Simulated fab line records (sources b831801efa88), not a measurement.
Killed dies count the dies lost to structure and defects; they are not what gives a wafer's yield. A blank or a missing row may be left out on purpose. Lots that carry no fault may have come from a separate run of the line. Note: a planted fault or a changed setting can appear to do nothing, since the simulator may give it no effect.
Which of the tools did it? | flow sky130 | 15 lots with 45 wafers sampled at 4 steps, on a route of 708 steps

== WHAT THE GAUGES READ, wafer by wafer ==
Not one reading of a measure or inspect step in the record can be checked against a usual standard deviation.

== WHICH TOOL RAN EACH LOT (tool, then ch and the chambers of the sampled wafers, then the start) ==
lot  | SKY_VIA3_SPUTTER_20          | SKY_METAL4_SPUTTER_00        | SKY_METAL4_SPUTTER_03        | SKY_CAP2M_DEVELOP_11
L899 | pvd sputter-01, day 39 07:53 | pvd sputter-02, day 39 08:34 | pvd sputter-02, day 39 08:38 | litho track-02 ch 0, day 40 09:22
L900 | pvd sputter-01, day 40 00:17 | pvd sputter-02, day 40 00:57 | pvd sputter-02, day 40 01:02 | litho track-03 ch 0, day 41 00:47
L901 | pvd sputter-03, day 40 09:51 | pvd sputter-02, day 40 10:31 | pvd sputter-02, day 40 10:36 | litho track-03 ch 0, day 41 10:33
L906 | pvd sputter-01, day 42 04:24 | pvd sputter-02, day 42 05:05 | pvd sputter-02, day 42 05:10 | litho track-03 ch 0, day 43 04:38
L908 | pvd sputter-02, day 42 09:13 | pvd sputter-01, day 42 09:53 | pvd sputter-01, day 42 09:58 | litho track-03, day 43 09:23
L909 | pvd sputter-03, day 42 23:44 | pvd sputter-01, day 43 00:24 | pvd sputter-01, day 43 00:29 | litho track-02, day 43 22:31
L910 | pvd sputter-03, day 43 01:43 | pvd sputter-04, day 43 02:23 | pvd sputter-04, day 43 02:28 | litho track-01, day 44 00:41
L911 | pvd sputter-02, day 43 10:49 | pvd sputter-02, day 43 11:29 | pvd sputter-02, day 43 11:34 | litho track-01 ch 0, day 44 09:52
L912 | pvd sputter-02, day 43 18:14 | pvd sputter-04, day 43 19:05 | pvd sputter-04, day 43 19:11 | litho track-01 ch 0, day 44 17:14
L916 | pvd sputter-01, day 44 15:25 | pvd sputter-01, day 44 16:04 | pvd sputter-01, day 44 16:10 | litho track-01 ch 0, day 45 14:04
L917 | pvd sputter-01, day 44 21:17 | pvd sputter-04, day 44 21:57 | pvd sputter-04, day 44 22:02 | litho track-01 ch 0, day 45 19:20
L918 | pvd sputter-01, day 45 03:07 | pvd sputter-02, day 45 03:47 | pvd sputter-02, day 45 03:52 | litho track-01 ch 0, day 46 00:44
L919 | pvd sputter-03, day 45 06:17 | pvd sputter-02, day 45 06:59 | pvd sputter-02, day 45 07:04 | litho track-02 ch 0, day 46 04:22
L920 | pvd sputter-03, day 45 10:47 | pvd sputter-04, day 45 11:29 | pvd sputter-04, day 45 11:35 | litho track-01 ch 0, day 46 08:20
L921 | pvd sputter-02, day 45 17:22 | pvd sputter-04, day 45 18:04 | pvd sputter-04, day 45 18:10 | litho track-01 ch 0, day 46 15:25
- SKY_VIA3_SPUTTER_20: material TiN, target thk 20 nm, time 80 s.
- SKY_METAL4_SPUTTER_00: material Ti, target thk 15 nm, time 10 s.
- SKY_METAL4_SPUTTER_03: material Ti, target thk 5 nm, time 3.3 s.
- SKY_CAP2M_DEVELOP_11: develop time 60 s.

== AS READ BY THE TOOLS THEMSELVES (means over the sampled wafers that have a number; for cases with no such wafer, the mark the record gives instead) ==
SKY_VIA3_SPUTTER_20. Usual: throttle valve pct at 30.1 %, with a standard deviation of 1.
lot  | tool           | throttle valve pct (%) | flag
L899 | pvd sputter-01 | 31.3                   |
L900 | pvd sputter-01 | 30.9                   |
L901 | pvd sputter-03 | 30.1                   |
L906 | pvd sputter-01 | 30.9                   |
L908 | pvd sputter-02 | 28.9                   |
L909 | pvd sputter-03 | 30.3                   |
L910 | pvd sputter-03 | 30.1                   |
L911 | pvd sputter-02 | 28.9                   |
L912 | pvd sputter-02 | 29.7                   |
L916 | pvd sputter-01 | 30.7                   |
L917 | pvd sputter-01 | 30.7                   |
L918 | pvd sputter-01 | 30.9                   |
L919 | pvd sputter-03 | 30.4                   |
L920 | pvd sputter-03 | 30.1                   |
L921 | pvd sputter-02 | 29.6                   |

SKY_METAL4_SPUTTER_00. Usual: throttle valve pct at 29.5 %, with a standard deviation of 0.95.
lot  | tool           | throttle valve pct (%) | flag
L899 | pvd sputter-02 | 29.1                   |
L900 | pvd sputter-02 | 29.5                   |
L901 | pvd sputter-02 | 28.9                   |
L906 | pvd sputter-02 | 28.7                   |
L908 | pvd sputter-01 | 31.2                   |
L909 | pvd sputter-01 | 30.8                   |
L910 | pvd sputter-04 | 29.2                   |
L911 | pvd sputter-02 | 28.8                   |
L912 | pvd sputter-04 | 29.8                   |
L916 | pvd sputter-01 | 30.9                   |
L917 | pvd sputter-04 | 29.7                   |
L918 | pvd sputter-02 | 29.0                   |
L919 | pvd sputter-02 | 28.7                   |
L920 | pvd sputter-04 | 29.5                   |
L921 | pvd sputter-04 | 29.1                   |

SKY_METAL4_SPUTTER_03. Usual: throttle valve pct at 29.5 %, with a standard deviation of 0.95.
lot  | tool           | throttle valve pct (%) | flag
L899 | pvd sputter-02 | 29.0                   |
L900 | pvd sputter-02 | 29.5                   |
L901 | pvd sputter-02 | 28.8                   |
L906 | pvd sputter-02 | 28.4                   |
L908 | pvd sputter-01 | 31.2                   |
L909 | pvd sputter-01 | 30.8                   |
L910 | pvd sputter-04 | 29.2                   |
L911 | pvd sputter-02 | 28.8                   |
L912 | pvd sputter-04 | 29.9                   |
L916 | pvd sputter-01 | 30.8                   |
L917 | pvd sputter-04 | 29.6                   |
L918 | pvd sputter-02 | 29.0                   |
L919 | pvd sputter-02 | 28.8                   |
L920 | pvd sputter-04 | 29.6                   |
L921 | pvd sputter-04 | 29.2                   |

SKY_CAP2M_DEVELOP_11. Usual: chill plate temp C at 23.00 C, with a standard deviation of 0.1.
lot  | tool           | chill plate temp C (C) | flag
L899 | litho track-02 | 23.08                  |
L900 | litho track-03 | 23.09                  |
L901 | litho track-03 | 23.00                  |
L906 | litho track-03 | 23.02                  |
L908 | litho track-03 | -                      | OFF
L909 | litho track-02 | -                      | OFF
L910 | litho track-01 | -                      | OFF
L911 | litho track-01 | 23.03                  |
L912 | litho track-01 | 23.11                  |
L916 | litho track-01 | 23.00                  |
L917 | litho track-01 | 23.03                  |
L918 | litho track-01 | 22.92                  |
L919 | litho track-02 | 22.98                  |
L920 | litho track-01 | 23.02                  |
L921 | litho track-01 | 22.93                  |

== THE ANSWER, worked out from the rows above alone ==
Rule: lot off if the mean of its wafers having a number is beyond 3 standard deviations from the usual mean. Also off: a lot with no number at a reading for which 4 or more lots have one. Where the step has rows for the other lots, those lots are counted as sound. After the gauges, taken in route order, come the tools' own readings; for these a lot's mean is taken, as printed above. At the first step where some lot is off, the reading lying furthest off is the one used; lots without a number count as furthest.
Off: L908, L909, L910 (SKY_CAP2M_DEVELOP_11, chill plate temp C). Without a number there: L908, L909, L910.
A tool fits if, at that step or a process step before it, it ran every lot that is off, and no sound lot after the first of them. No candidate that was tried fits.

== WHAT THE SIMULATOR HAD PUT IN ==
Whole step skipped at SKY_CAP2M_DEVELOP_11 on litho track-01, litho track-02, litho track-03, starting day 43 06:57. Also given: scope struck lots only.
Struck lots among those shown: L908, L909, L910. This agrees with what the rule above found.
